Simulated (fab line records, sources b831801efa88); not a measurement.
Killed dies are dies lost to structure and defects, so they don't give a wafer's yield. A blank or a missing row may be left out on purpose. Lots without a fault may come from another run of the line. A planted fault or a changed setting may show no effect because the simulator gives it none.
fab line records | flow sky130
record lots=5 wafers=15 last_day=49
route steps=708 shown DNWELL@40 PWDE@45 NWELL@56 VT_ADJUST_HVTP@85
lots that met no fault: from a run of the same line without faults
start_h: hours from the record's first day to the start of the lot's first wafer shown | wait_h: hours since the lot's step before | " the same as in the row above | L1.1+2: a row that stands for several wafers | - no value, or no start given | * or withheld: withheld | < > ~ a bound
route shown NAME@n: a module of which the file shows steps, and the number in the route of the first | usual: mean/standard deviation of fault-free wafers | same: alike in all rows | chamber/n: place in a boat | sites: the reading at each site | _std_site: their standard deviation | _edge_site: outer sites' mean less inner sites' | radius_mm: how far each site lies from the wafer's centre | mask NAME#n: copy n | behind: the tool/chamber that last shaped the wafer | hold: why the lot was held/for how many hours/how that ended | device: the transistor (n, p or np) that didn't switch | end of line: the same wafers' tests at the end of the route | a step without rows: its recipe alone | killed: dies lost to structure and defects at the first sort, not the wafer's yield | map: a wafer's dies, x killed, . not, _ none there
set.NAME: the setting as run; set.NAME@STEP: as run at that earlier step | model.NAME: the simulator's own value behind a step, which no gauge read
lots at some steps of the route; a table a step, a row a wafer
services: from which hour (start_h, from the record's first day; less than 0 if before it) a tool's chamber was out of use, for how many hours, and why
## steps
# step SKY_DNWELL_PEB_05
# recipe temp_c=115 time_s=withheld
# columns lot.wafer tool chamber start_h wait_h
L075.1+4+5 litho_track-04 0 - -
L077.1+3+5 litho_track-04 0 - -
L081.1+2+6 litho_track-02 0 - -
L088.1+2+5 litho_track-02 0 - -
L090.1+2+3 litho_track-03 0 - -
# step SKY_DNWELL_DEVELOP_06
# recipe wall_angle_deg=90 developer=TMAH develop_time_s=60 dev_temp_c=23
# columns lot.wafer tool chamber start_h wait_h
L075.1+4+5 litho_track-04 0 - -
L077.1+3+5 litho_track-04 0 - -
L081.1+2+6 litho_track-02 0 - -
L088.1+2+5 litho_track-02 0 - -
L090.1+2+3 litho_track-03 0 - -
# step SKY_DNWELL_IMPLANT_07
# recipe species=P energy_kev=withheld dose_cm2=withheld tilt_deg=withheld
# columns lot.wafer tool chamber start_h wait_h
L075.1+4+5 implanter-01 0 58.99 -
L077.1+3+5 implanter-02 0 67.24 -
L081.1+2+6 implanter-04 0 91.55 -
L088.1+2+5 implanter-02 0 126.70 -
L090.1+2+3 implanter-04 0 143.38 -
# step SKY_DNWELL_STRIP_08
# recipe chemistry=O2/N2 power_w=1400 pressure_mtorr=1500 platen_temp_c=withheld o2_flow_sccm=3000 n2_flow_sccm=300 overash_fraction=0.5
# usual drypump_motor_current_A=5.9/0.47 oes_product_au=0.723/0.0045 strip_time_to_endpoint_s=36.97/0.096
# columns lot.wafer tool chamber start_h wait_h drypump_motor_current_A oes_product_au rf_hours_counter_h strip_time_to_endpoint_s
L075.1 plasma_asher-04 0 59.14 0.1 5.4 0.727 37 36.77
L075.4 " 1 " " 6.7 0.725 - 36.66
L075.5 " 1 " " 6.7 0.729 - 36.89
L077.1 plasma_asher-04 1 67.39 0.1 6.7 0.724 39 36.95
L077.3 " 1 " " 6.7 0.728 - 36.94
L077.5 " 1 " " 6.7 0.724 - 36.93
L081.1 plasma_asher-01 1 91.70 0.1 5.6 0.723 25 37.00
L081.2 " 0 " " 6.0 0.728 25 36.92
L081.6 " 0 " " 5.9 0.724 - 36.96
L088.1 plasma_asher-02 0 126.85 0.1 5.5 0.724 1 36.97
L088.2 " 1 " " 6.0 0.720 1 36.95
L088.5 " 1 " " 6.0 0.730 - 36.96
L090.1 plasma_asher-04 1 143.53 0.1 6.7 0.723 47 36.90
L090.2 " 0 " " 5.4 0.722 47 36.90
L090.3 " 1 " " 6.7 0.725 - 36.94
# step SKY_DNWELL_TW_MEAS_09
# usual DNWELL_TW=1104/7.9
# columns lot.wafer tool chamber start_h wait_h DNWELL_TW
L075.1 film_metro-01 - 59.24 0.1 1097
L075.4 " - " " 1098
L075.5 " - " " 1100
L077.1 film_metro-03 - 67.49 0.1 1119
L077.3 " - " " 1116
L077.5 " - " " 1113
L081.1 film_metro-02 - 91.80 0.1 1098
L081.2 " - " " 1100
L081.6 " - " " 1103
L088.1 film_metro-02 - 126.95 0.1 1108
L088.2 " - " " 1107
L088.5 " - " " 1106
L090.1 film_metro-02 - 143.63 0.1 1109
L090.2 " - " " 1107
L090.3 " - " " 1103
# step SKY_PWDE_DEHYDRATE_00
# recipe temp_c=200 time_s=60
# columns lot.wafer tool chamber start_h wait_h
L075.1+4+5 litho_track-02 0 67.00 7.8
L077.1+3+5 litho_track-02 0 75.10 7.6
L081.1+2+6 litho_track-01 0 99.89 8.1
L088.1+2+5 litho_track-03 0 135.53 8.6
L090.1+2+3 litho_track-02 0 153.50 9.9
# step SKY_PWDE_HMDS_01
# recipe prime_time_s=60 prime_temp_c=120
# columns lot.wafer tool chamber start_h wait_h
L075.1+4+5 litho_track-02 0 67.15 0.1
L077.1+3+5 litho_track-02 0 75.25 0.1
L081.1+2+6 litho_track-01 0 100.04 0.1
L088.1+2+5 litho_track-03 0 135.68 0.1
L090.1+2+3 litho_track-02 0 153.65 0.1
# step SKY_PWDE_COAT_02
# recipe spin_rpm=2000 resist_thk_nm=3000
# columns lot.wafer tool chamber start_h wait_h
L075.1+4+5 litho_track-02 0 67.30 0.1
L077.1+3+5 litho_track-02 0 75.40 0.1
L081.1+2+6 litho_track-01 0 100.19 0.1
L088.1+2+5 litho_track-03 0 135.83 0.1
L090.1+2+3 litho_track-02 0 153.80 0.1
# step SKY_PWDE_SOFTBAKE_03
# recipe temp_c=110 time_s=withheld
# columns lot.wafer tool chamber start_h wait_h
L075.1+4+5 litho_track-02 0 67.45 0.1
L077.1+3+5 litho_track-02 0 75.55 0.1
L081.1+2+6 litho_track-01 0 100.34 0.1
L088.1+2+5 litho_track-03 0 135.98 0.1
L090.1+2+3 litho_track-02 0 153.95 0.1
# step SKY_PWDE_EXPOSE_04
# recipe mask_id=PWDEM na=0.6 source_shape=conventional sigma_outer=0.6 polarization=unpolarized target_cd_nm=840 dose_mj=214
# columns lot.wafer tool chamber start_h wait_h mask
L075.1+4+5 iline_stepper-02 0 - - PWDEM#0
L077.1+3+5 iline_stepper-02 0 - - PWDEM#0
L081.1+2+6 iline_stepper-01 0 - - PWDEM#0
L088.1+2+5 iline_stepper-01 0 - - PWDEM#0
L090.1+2+3 iline_stepper-02 0 - - PWDEM#0
# step SKY_PWDE_PEB_05
# recipe temp_c=115 time_s=withheld
# columns lot.wafer tool chamber start_h wait_h
L075.1+4+5 litho_track-01 0 - -
L077.1+3+5 litho_track-02 0 - -
L081.1+2+6 litho_track-02 0 - -
L088.1+2+5 litho_track-03 0 - -
L090.1+2+3 litho_track-03 0 - -
# step SKY_PWDE_DEVELOP_06
# recipe wall_angle_deg=90 developer=TMAH develop_time_s=60 dev_temp_c=23
# columns lot.wafer tool chamber start_h wait_h
L075.1+4+5 litho_track-01 0 - -
L077.1+3+5 litho_track-02 0 - -
L081.1+2+6 litho_track-02 0 - -
L088.1+2+5 litho_track-03 0 - -
L090.1+2+3 litho_track-03 0 - -
# step SKY_PWDE_OVL_MEAS_07
# usual PWDE_OVL=0.4/1.2
# columns lot.wafer tool chamber start_h wait_h PWDE_OVL[nm]
L075.1 overlay-01 - 75.74 - 2.7
L075.4 " - " " 1.3
L075.5 " - " " 1.5
L077.1 overlay-02 - 84.15 - -0.1
L077.3 " - " " -1.7
L077.5 " - " " -2.0
L081.1 overlay-01 - 109.30 - -0.2
L081.2 " - " " -1.3
L081.6 " - " " 0.3
L088.1 overlay-01 - 145.73 - -0.1
L088.2 " - " " -1.7
L088.5 " - " " 0.9
L090.1 overlay-02 - 163.58 - 0.7
L090.2 " - " " 1.7
L090.3 " - " " 0.1
# step SKY_PWDE_IMPLANT_08
# recipe species=B energy_kev=150 dose_cm2=3.522e+12 tilt_deg=withheld
# columns lot.wafer tool chamber start_h wait_h
L075.1+4+5 implanter-03 0 75.77 0.0
L077.1+3+5 implanter-01 0 84.18 0.0
L081.1+2+6 implanter-02 0 109.33 0.0
L088.1+2+5 implanter-03 0 145.77 0.0
L090.1+2+3 implanter-02 0 163.62 0.0
# step SKY_PWDE_STRIP_09
# recipe chemistry=O2/N2 power_w=1400 pressure_mtorr=1500 platen_temp_c=withheld o2_flow_sccm=3000 n2_flow_sccm=300 overash_fraction=0.5
# usual drypump_motor_current_A=6.1/0.51 oes_product_au=0.723/0.005 strip_time_to_endpoint_s=37.00/0.1
# columns lot.wafer tool chamber start_h wait_h drypump_motor_current_A oes_product_au rf_hours_counter_h strip_time_to_endpoint_s
L075.1 plasma_asher-01 1 75.92 0.1 5.6 0.718 23 36.91
L075.4 " 1 " " 5.6 0.727 - 36.90
L075.5 " 0 " " 6.0 0.720 - 36.97
L077.1 plasma_asher-04 1 84.33 0.1 6.7 0.715 41 37.22
L077.3 " 0 " " 5.4 0.724 - 37.20
L077.5 " 0 " " 5.4 0.720 - 37.20
L081.1 plasma_asher-04 1 109.48 0.1 6.7 0.710 43 37.01
L081.2 " 0 " " 5.4 0.717 43 37.01
L081.6 " 0 " " 5.4 0.723 - 37.00
L088.1 plasma_asher-04 1 145.92 0.1 6.7 0.705 47 36.87
L088.2 " 0 " " 5.4 0.723 47 36.89
L088.5 " 1 " " 6.7 0.725 - 36.91
L090.1 plasma_asher-04 1 163.77 0.1 6.7 0.719 49 36.99
L090.2 " 0 " " 5.4 0.729 49 37.04
L090.3 " 1 " " 6.7 0.720 - 36.98
# step SKY_PWDE_TW_MEAS_10
# usual PWDE_TW=368.5/2.4
# columns lot.wafer tool chamber start_h wait_h PWDE_TW
L075.1 film_metro-03 - 76.02 0.1 366.2
L075.4 " - " " 368.7
L075.5 " - " " 369.7
L077.1 film_metro-03 - 84.43 0.1 369.6
L077.3 " - " " 369.6
L077.5 " - " " 368.6
L081.1 film_metro-03 - 109.58 0.1 368.7
L081.2 " - " " 366.1
L081.6 " - " " 366.4
L088.1 film_metro-02 - 146.02 0.1 372.7
L088.2 " - " " 373.2
L088.5 " - " " 371.7
L090.1 film_metro-03 - 163.87 0.1 370.3
L090.2 " - " " 370.7
L090.3 " - " " 372.0
# step SKY_NWELL_DEHYDRATE_03
# recipe temp_c=200 time_s=60
# columns lot.wafer tool chamber start_h wait_h
L075.1+4+5 litho_track-02 0 84.15 8.1
L077.1+3+5 litho_track-04 0 92.54 8.1
L081.1+2+6 litho_track-04 0 118.49 8.9
L088.1+2+5 litho_track-02 0 155.45 9.4
L090.1+2+3 litho_track-02 0 172.90 9.0
# step SKY_NWELL_HMDS_04
# recipe prime_time_s=60 prime_temp_c=120
# columns lot.wafer tool chamber start_h wait_h
L075.1+4+5 litho_track-02 0 84.30 0.1
L077.1+3+5 litho_track-04 0 92.69 0.1
L081.1+2+6 litho_track-04 0 118.64 0.1
L088.1+2+5 litho_track-02 0 155.60 0.1
L090.1+2+3 litho_track-02 0 173.05 0.1
# step SKY_NWELL_COAT_05
# recipe spin_rpm=2000 resist_thk_nm=3000
# columns lot.wafer tool chamber start_h wait_h
L075.1+4+5 litho_track-02 0 84.45 0.1
L077.1+3+5 litho_track-04 0 92.84 0.1
L081.1+2+6 litho_track-04 0 118.79 0.1
L088.1+2+5 litho_track-02 0 155.75 0.1
L090.1+2+3 litho_track-02 0 173.20 0.1
# step SKY_NWELL_SOFTBAKE_06
# recipe temp_c=110 time_s=withheld
# columns lot.wafer tool chamber start_h wait_h
L075.1+4+5 litho_track-02 0 84.60 0.1
L077.1+3+5 litho_track-04 0 92.99 0.1
L081.1+2+6 litho_track-04 0 118.94 0.1
L088.1+2+5 litho_track-02 0 155.90 0.1
L090.1+2+3 litho_track-02 0 173.35 0.1
# step SKY_NWELL_EXPOSE_07
# recipe mask_id=NWM na=0.6 source_shape=conventional sigma_outer=0.6 polarization=unpolarized target_cd_nm=840 dose_mj=255
# columns lot.wafer tool chamber start_h wait_h mask
L075.1+4+5 iline_stepper-02 0 - - NWM#0
L077.1+3+5 iline_stepper-02 0 - - NWM#0
L081.1+2+6 iline_stepper-01 0 - - NWM#0
L088.1+2+5 iline_stepper-02 0 - - NWM#0
L090.1+2+3 iline_stepper-01 0 - - NWM#0
# step SKY_NWELL_PEB_08
# recipe temp_c=115 time_s=withheld
# columns lot.wafer tool chamber start_h wait_h
L075.1+4+5 litho_track-02 0 - -
L077.1+3+5 litho_track-02 0 - -
L081.1+2+6 litho_track-02 0 - -
L088.1+2+5 litho_track-04 0 - -
L090.1+2+3 litho_track-04 0 - -
# step SKY_NWELL_DEVELOP_09
# recipe wall_angle_deg=90 developer=TMAH develop_time_s=60 dev_temp_c=23
# columns lot.wafer tool chamber start_h wait_h
L075.1+4+5 litho_track-02 0 - -
L077.1+3+5 litho_track-02 0 - -
L081.1+2+6 litho_track-02 0 - -
L088.1+2+5 litho_track-04 0 - -
L090.1+2+3 litho_track-04 0 - -
# step SKY_NWELL_OVL_MEAS_10
# usual NWELL_00_OVL=0.3/1.5
# columns lot.wafer tool chamber start_h wait_h NWELL_00_OVL[nm]
L075.1 overlay-01 - 93.20 - 2.9
L075.4 " - " " 0.8
L075.5 " - " " 2.0
L077.1 overlay-02 - 101.75 - 1.4
L077.3 " - " " 1.8
L077.5 " - " " 1.9
L081.1 overlay-01 - 128.00 - 0.0
L081.2 " - " " 1.4
L081.6 " - " " -0.7
L088.1 overlay-02 - 165.29 - -0.2
L088.2 " - " " 0.3
L088.5 " - " " -1.3
L090.1 overlay-02 - 184.14 - -1.8
L090.2 " - " " 0.6
L090.3 " - " " -1.1
# step SKY_NWELL_IMPLANT_11
# recipe species=P energy_kev=400 dose_cm2=1.9e+13 tilt_deg=withheld
# columns lot.wafer tool chamber start_h wait_h
L075.1+4+5 implanter-04 0 93.23 0.0
L077.1+3+5 implanter-03 0 101.78 0.0
L081.1+2+6 implanter-03 0 128.03 0.0
L088.1+2+5 implanter-03 0 165.32 0.0
L090.1+2+3 implanter-04 0 184.17 0.0
# step SKY_NWELL_IMPLANT_12
# recipe species=P energy_kev=120 dose_cm2=1.3e+12 tilt_deg=withheld
# columns lot.wafer tool chamber start_h wait_h
L075.1+4+5 implanter-04 0 93.38 0.1
L077.1+3+5 implanter-03 0 101.93 0.1
L081.1+2+6 implanter-03 0 128.18 0.1
L088.1+2+5 implanter-03 0 165.47 0.1
L090.1+2+3 implanter-04 0 184.32 0.1
# step SKY_NWELL_IMPLANT_13
# recipe species=P energy_kev=50 dose_cm2=7e+11 tilt_deg=withheld
# columns lot.wafer tool chamber start_h wait_h
L075.1+4+5 implanter-04 0 93.53 0.1
L077.1+3+5 implanter-03 0 102.08 0.1
L081.1+2+6 implanter-03 0 128.33 0.1
L088.1+2+5 implanter-03 0 165.62 0.1
L090.1+2+3 implanter-04 0 184.47 0.1
# step SKY_NWELL_STRIP_14
# recipe chemistry=O2/N2 power_w=1400 pressure_mtorr=1500 platen_temp_c=withheld o2_flow_sccm=3000 n2_flow_sccm=300 overash_fraction=0.5
# usual drypump_motor_current_A=6.1/0.36 oes_product_au=0.723/0.004 strip_time_to_endpoint_s=36.97/0.11
# columns lot.wafer tool chamber start_h wait_h drypump_motor_current_A oes_product_au rf_hours_counter_h strip_time_to_endpoint_s
L075.1 plasma_asher-03 0 93.68 0.1 6.4 0.720 44 37.08
L075.4 " 1 " " 6.4 0.719 - 36.99
L075.5 " 0 " " 6.4 0.725 - 36.97
L077.1 plasma_asher-03 0 102.23 0.1 6.4 0.726 45 36.87
L077.3 " 0 " " 6.4 0.725 - 36.74
L077.5 " 1 " " 6.4 0.716 - 36.74
L081.1 plasma_asher-03 1 128.48 0.1 6.4 0.714 48 36.94
L081.2 " 0 " " 6.4 0.721 48 36.98
L081.6 " 1 " " 6.4 0.719 - 36.87
L088.1 plasma_asher-02 1 165.77 0.1 5.9 0.718 4 37.09
L088.2 " 0 " " 5.5 0.722 4 37.23
L088.5 " 0 " " 5.5 0.724 - 37.27
L090.1 plasma_asher-03 1 184.62 0.1 6.4 0.726 53 36.94
L090.2 " 0 " " 6.4 0.720 53 36.87
L090.3 " 0 " " 6.4 0.716 - 36.85
# step SKY_NWELL_TW_MEAS_15
# usual NWELL_TW=1804/13
# columns lot.wafer tool chamber start_h wait_h NWELL_TW
L075.1 film_metro-01 - 93.78 0.1 1781
L075.4 " - " " 1791
L075.5 " - " " 1795
L077.1 film_metro-03 - 102.33 0.1 1805
L077.3 " - " " 1800
L077.5 " - " " 1799
L081.1 film_metro-01 - 128.58 0.1 1792
L081.2 " - " " 1788
L081.6 " - " " 1786
L088.1 film_metro-03 - 165.87 0.1 1805
L088.2 " - " " 1812
L088.5 " - " " 1816
L090.1 film_metro-03 - 184.72 0.1 1806
L090.2 " - " " 1817
L090.3 " - " " 1814
# step SKY_NWELL_DEHYDRATE_16
# recipe temp_c=200 time_s=60
# columns lot.wafer tool chamber start_h wait_h
L075.1+4+5 litho_track-01 0 101.84 8.0
L077.1+3+5 litho_track-04 0 110.79 8.4
L081.1+2+6 litho_track-01 0 137.23 8.6
L088.1+2+5 litho_track-01 0 175.08 9.2
L090.1+2+3 litho_track-02 0 194.35 9.6
# step SKY_NWELL_HMDS_17
# recipe prime_time_s=60 prime_temp_c=120
# columns lot.wafer tool chamber start_h wait_h
L075.1+4+5 litho_track-01 0 101.99 0.1
L077.1+3+5 litho_track-04 0 110.94 0.1
L081.1+2+6 litho_track-01 0 137.38 0.1
L088.1+2+5 litho_track-01 0 175.23 0.1
L090.1+2+3 litho_track-02 0 194.50 0.1
# step SKY_NWELL_COAT_18
# recipe spin_rpm=2000 resist_thk_nm=3000
# columns lot.wafer tool chamber start_h wait_h
L075.1+4+5 litho_track-01 0 102.14 0.1
L077.1+3+5 litho_track-04 0 111.09 0.1
L081.1+2+6 litho_track-01 0 137.53 0.1
L088.1+2+5 litho_track-01 0 175.38 0.1
L090.1+2+3 litho_track-02 0 194.65 0.1
# step SKY_NWELL_SOFTBAKE_19
# recipe temp_c=110 time_s=withheld
# columns lot.wafer tool chamber start_h wait_h
L075.1+4+5 litho_track-01 0 102.29 0.1
L077.1+3+5 litho_track-04 0 111.24 0.1
L081.1+2+6 litho_track-01 0 137.68 0.1
L088.1+2+5 litho_track-01 0 175.53 0.1
L090.1+2+3 litho_track-02 0 194.80 0.1
# step SKY_NWELL_EXPOSE_20
# recipe mask_id=NWM_COMPLEMENT na=0.6 source_shape=conventional sigma_outer=0.6 polarization=unpolarized target_cd_nm=840 dose_mj=260
# columns lot.wafer tool chamber start_h wait_h mask
L075.1+4+5 iline_stepper-01 0 - - NWM_COMPLEMENT#0
L077.1+3+5 iline_stepper-02 0 - - NWM_COMPLEMENT#0
L081.1+2+6 iline_stepper-02 0 - - NWM_COMPLEMENT#0
L088.1+2+5 iline_stepper-02 0 - - NWM_COMPLEMENT#0
L090.1+2+3 iline_stepper-02 0 - - NWM_COMPLEMENT#0
# step SKY_NWELL_PEB_21
# recipe temp_c=115 time_s=withheld
# columns lot.wafer tool chamber start_h wait_h
L075.1+4+5 litho_track-01 0 - -
L077.1+3+5 litho_track-01 0 - -
L081.1+2+6 litho_track-01 0 - -
L088.1+2+5 litho_track-01 0 - -
L090.1+2+3 litho_track-01 0 - -
# step SKY_NWELL_DEVELOP_22
# recipe wall_angle_deg=90 developer=TMAH develop_time_s=60.97 dev_temp_c=23
# columns lot.wafer tool chamber start_h wait_h
L075.1+4+5 litho_track-01 0 - -
L077.1+3+5 litho_track-01 0 - -
L081.1+2+6 litho_track-01 0 - -
L088.1+2+5 litho_track-01 0 - -
L090.1+2+3 litho_track-01 0 - -
# step SKY_NWELL_OVL_MEAS_23
# usual NWELL_01_OVL=0.7/1.3
# columns lot.wafer tool chamber start_h wait_h NWELL_01_OVL[nm]
L075.1 overlay-02 - 111.78 - -0.3
L075.4 " - " " -1.0
L075.5 " - " " 0.7
L077.1 overlay-02 - 120.23 - 1.6
L077.3 " - " " 1.6
L077.5 " - " " 0.8
L081.1 overlay-02 - 147.23 - 1.6
L081.2 " - " " 2.4
L081.6 " - " " -0.9
L088.1 overlay-01 - 186.03 - 2.7
L088.2 " - " " 1.0
L088.5 " - " " 0.9
L090.1 overlay-01 - 206.13 - -0.5
L090.2 " - " " 0.9
L090.3 " - " " 0.0
# step SKY_NWELL_IMPLANT_24
# recipe species=B energy_kev=140 dose_cm2=9.2e+12 tilt_deg=withheld
# columns lot.wafer tool chamber start_h wait_h
L075.1+4+5 implanter-01 0 111.82 0.0
L077.1+3+5 implanter-01 0 120.27 0.0
L081.1+2+6 implanter-01 0 147.27 0.0
L088.1+2+5 implanter-03 0 186.07 0.0
L090.1+2+3 implanter-01 0 206.17 0.0
# step SKY_NWELL_STRIP_25
# recipe chemistry=O2/N2 power_w=1400 pressure_mtorr=1500 platen_temp_c=withheld o2_flow_sccm=3000 n2_flow_sccm=300 overash_fraction=0.5
# usual drypump_motor_current_A=6.0/0.35 oes_product_au=0.723/0.0046 strip_time_to_endpoint_s=37.00/0.097
# columns lot.wafer tool chamber start_h wait_h drypump_motor_current_A oes_product_au rf_hours_counter_h strip_time_to_endpoint_s
L075.1 plasma_asher-03 0 111.97 0.1 6.4 0.726 46 36.92
L075.4 " 0 " " 6.4 0.720 - 36.97
L075.5 " 1 " " 6.4 0.715 - 36.99
L077.1 plasma_asher-03 0 120.42 0.1 6.4 0.728 47 36.81
L077.3 " 0 " " 6.4 0.716 - 36.81
L077.5 " 0 " " 6.4 0.720 - 36.86
L081.1 plasma_asher-01 1 147.42 0.1 5.6 0.724 30 37.09
L081.2 " 0 " " 6.0 0.723 30 37.11
L081.6 " 0 " " 6.0 0.725 - 37.03
L088.1 plasma_asher-03 1 186.22 0.1 6.4 0.725 53 36.99
L088.2 " 0 " " 6.4 0.722 53 36.95
L088.5 " 0 " " 6.4 0.722 - 36.90
L090.1 plasma_asher-01 1 206.32 0.1 5.6 0.721 36 36.96
L090.2 " 0 " " 6.0 0.721 36 36.94
L090.3 " 0 " " 6.0 0.719 - 36.96
# step SKY_NWELL_TW_MEAS_26
# usual NWELL_2_TW=493/3.8
# columns lot.wafer tool chamber start_h wait_h NWELL_2_TW
L075.1 film_metro-02 - 112.07 0.1 492
L075.4 " - " " 492
L075.5 " - " " 494
L077.1 film_metro-03 - 120.52 0.1 492
L077.3 " - " " 493
L077.5 " - " " 496
L081.1 film_metro-01 - 147.52 0.1 489
L081.2 " - " " 489
L081.6 " - " " 490
L088.1 film_metro-02 - 186.32 0.1 493
L088.2 " - " " 493
L088.5 " - " " 492
L090.1 film_metro-02 - 206.42 0.1 497
L090.2 " - " " 498
L090.3 " - " " 498
# step SKY_NWELL_CLEAN_27
# recipe chemistry=SC1/SC2 mix=1:4:20 temp_c=70 time_s=150 dry=n2_spin
# columns lot.wafer tool chamber start_h wait_h
L075.1+4+5 wet_bench-02 3 112.13 0.1
L077.1+3+5 wet_bench-02 0 120.58 0.1
L081.1+2+6 wet_bench-04 0 147.58 0.1
L088.1+2+5 wet_bench-04 2 186.38 0.1
L090.1+2+3 wet_bench-02 0 206.48 0.1
# step SKY_NWELL_RTA_28
# recipe temp_c=1050 time_s=30 idle_temp_c=650 ramp_up_c_per_s=150 ramp_down_c_per_s=90 ambient=N2
# usual anneal_temp_c_max=1054.5/1.1 lamp_power_pct=25.31/0.06 wafer_temp_C_max=1054.9/1
# columns lot.wafer tool chamber start_h wait_h anneal_temp_c_max lamp_power_pct wafer_temp_C_max
L075.1 rtp_anneal-02 0 112.18 0.0 1053.2 25.38 1056.3
L075.4 " 0 " " 1053.7 25.31 1054.9
L075.5 " 0 " " 1054.8 25.28 1054.6
L077.1 rtp_anneal-02 0 120.63 0.0 1054.8 25.26 1055.6
L077.3 " 0 " " 1056.6 25.24 1054.6
L077.5 " 0 " " 1055.3 25.46 1056.2
L081.1 rtp_anneal-01 0 147.63 0.0 1054.0 25.35 1053.7
L081.2 " 0 " " 1054.1 25.38 1055.2
L081.6 " 0 " " 1053.5 25.40 1055.0
L088.1 rtp_anneal-02 0 186.43 0.0 1054.2 25.34 1054.8
L088.2 " 0 " " 1056.5 25.39 1055.5
L088.5 " 0 " " 1053.6 25.20 1055.2
L090.1 rtp_anneal-01 0 206.53 0.0 1053.1 25.27 1054.3
L090.2 " 0 " " 1054.1 25.28 1054.6
L090.3 " 0 " " 1052.5 25.35 1054.1
# step SKY_NWELL_RS_MEAS_29
# recipe thk_meas_gauge=four-point-probe
# usual NWELL_RS=624.3/1.7
# columns lot.wafer tool chamber start_h wait_h NWELL_RS[ohm/sq]
L075.1 film_metro-03 - 112.28 0.1 623.7
L075.4 " - " " 621.7
L075.5 " - " " 621.9
L077.1 film_metro-02 - 120.73 0.1 626.2
L077.3 " - " " 627.6
L077.5 " - " " 627.7
L081.1 film_metro-02 - 147.73 0.1 624.6
L081.2 " - " " 625.9
L081.6 " - " " 626.3
L088.1 film_metro-01 - 186.53 0.1 625.9
L088.2 " - " " 626.0
L088.5 " - " " 625.7
L090.1 film_metro-03 - 206.64 0.1 623.6
L090.2 " - " " 624.5
L090.3 " - " " 624.1
# step SKY_NWELL_RS_MEAS_31
# recipe thk_meas_gauge=four-point-probe
# usual PWDE_RS=5367/23
# columns lot.wafer tool chamber start_h wait_h PWDE_RS[ohm/sq]
L075.1 film_metro-03 - 112.52 0.1 5382
L075.4 " - " " 5387
L075.5 " - " " 5374
L077.1 film_metro-02 - 120.97 0.1 5373
L077.3 " - " " 5389
L077.5 " - " " 5368
L081.1 film_metro-02 - 147.97 0.1 5385
L081.2 " - " " 5371
L081.6 " - " " 5371
L088.1 film_metro-01 - 186.77 0.1 5326
L088.2 " - " " 5326
L088.5 " - " " 5324
L090.1 film_metro-03 - 206.88 0.1 5376
L090.2 " - " " 5356
L090.3 " - " " 5363
# step SKY_VT_ADJUST_HVTP_DEHYDRATE_00
# recipe temp_c=200 time_s=60
# columns lot.wafer tool chamber start_h wait_h
L075.1+4+5 litho_track-01 0 121.13 8.6
L077.1+3+5 litho_track-01 0 129.38 8.4
L081.1+2+6 litho_track-01 0 157.18 9.2
L088.1+2+5 litho_track-03 0 196.98 10.2
L090.1+2+3 litho_track-01 0 217.08 10.2
# step SKY_VT_ADJUST_HVTP_HMDS_01
# recipe prime_time_s=60 prime_temp_c=120
# columns lot.wafer tool chamber start_h wait_h
L075.1+4+5 litho_track-01 0 121.28 0.1
L077.1+3+5 litho_track-01 0 129.53 0.1
L081.1+2+6 litho_track-01 0 157.33 0.1
L088.1+2+5 litho_track-03 0 197.13 0.1
L090.1+2+3 litho_track-01 0 217.23 0.1
# step SKY_VT_ADJUST_HVTP_COAT_02
# recipe resist=NOVOLAK spin_rpm=3000 resist_thk_nm=1140
# columns lot.wafer tool chamber start_h wait_h
L075.1+4+5 litho_track-01 0 121.43 0.1
L077.1+3+5 litho_track-01 0 129.68 0.1
L081.1+2+6 litho_track-01 0 157.48 0.1
L088.1+2+5 litho_track-03 0 197.28 0.1
L090.1+2+3 litho_track-01 0 217.38 0.1
# step SKY_VT_ADJUST_HVTP_SOFTBAKE_03
# recipe temp_c=90 time_s=60 resist=NOVOLAK
# columns lot.wafer tool chamber start_h wait_h
L075.1+4+5 litho_track-01 0 121.58 0.1
L077.1+3+5 litho_track-01 0 129.83 0.1
L081.1+2+6 litho_track-01 0 157.63 0.1
L088.1+2+5 litho_track-03 0 197.43 0.1
L090.1+2+3 litho_track-01 0 217.53 0.1
# step SKY_VT_ADJUST_HVTP_EXPOSE_04
# recipe mask_id=HVTPM na=0.6 source_shape=conventional sigma_outer=0.6 polarization=unpolarized target_cd_nm=380 dose_mj=140
# columns lot.wafer tool chamber start_h wait_h mask
L075.1+4+5 iline_stepper-02 0 - - HVTPM#0
L077.1+3+5 iline_stepper-02 0 - - HVTPM#0
L081.1+2+6 iline_stepper-01 0 - - HVTPM#0
L088.1+2+5 iline_stepper-02 0 - - HVTPM#0
L090.1+2+3 iline_stepper-01 0 - - HVTPM#0
# step SKY_VT_ADJUST_HVTP_PEB_05
# recipe temp_c=withheld time_s=* resist=NOVOLAK
# columns lot.wafer tool chamber start_h wait_h
L075.1+4+5 litho_track-04 0 - -
L077.1+3+5 litho_track-04 0 - -
L081.1+2+6 litho_track-01 0 - -
L088.1+2+5 litho_track-04 0 - -
L090.1+2+3 litho_track-01 0 - -
# step SKY_VT_ADJUST_HVTP_DEVELOP_06
# recipe resist=NOVOLAK developer=TMAH develop_time_s=61.94 dev_temp_c=23
# columns lot.wafer tool chamber start_h wait_h
L075.1+4+5 litho_track-04 0 130.34 0.1
L077.1+3+5 litho_track-04 0 138.84 0.1
L081.1+2+6 litho_track-01 0 167.63 0.1
L088.1+2+5 litho_track-04 0 208.39 0.1
L090.1+2+3 litho_track-01 0 228.68 0.1
## services
# columns tool chamber start_h hours kind
iline_stepper-02 - 41.90 1.7 pm
iline_stepper-02 - 44.79 3.8 repair
plasma_asher-01 - 45.80 0.6 repair
litho_track-04 - 47.04 - consumable_replace:filter
litho_track-01 - 49.91 - consumable_replace:filter
plasma_asher-01 - 58.53 5.8 repair
implanter-04 - 60.17 0.8 repair
plasma_asher-02 - 60.78 11.5 repair
implanter-01 - 65.88 2.1 repair
iline_stepper-01 - 72.72 4.4 pm
plasma_asher-03 - 78.93 0.8 repair
implanter-03 - 83.98 17.1 pm
wet_bench-04 - 92.00 3.7 repair
implanter-02 - 96.10 1.7 repair
plasma_asher-02 - 108.75 9.0 pm
plasma_asher-02 - 142.49 4.2 repair
iline_stepper-01 - 155.22 2.1 pm
iline_stepper-01 - 163.57 4.9 repair
implanter-02 - 166.84 2.2 repair
iline_stepper-01 - 168.51 1.7 pm
implanter-03 - 172.68 4.3 repair
implanter-02 - 173.43 6.6 pm
implanter-01 - 191.83 3.4 repair
implanter-04 - 198.81 26.8 pm
## key
fault none
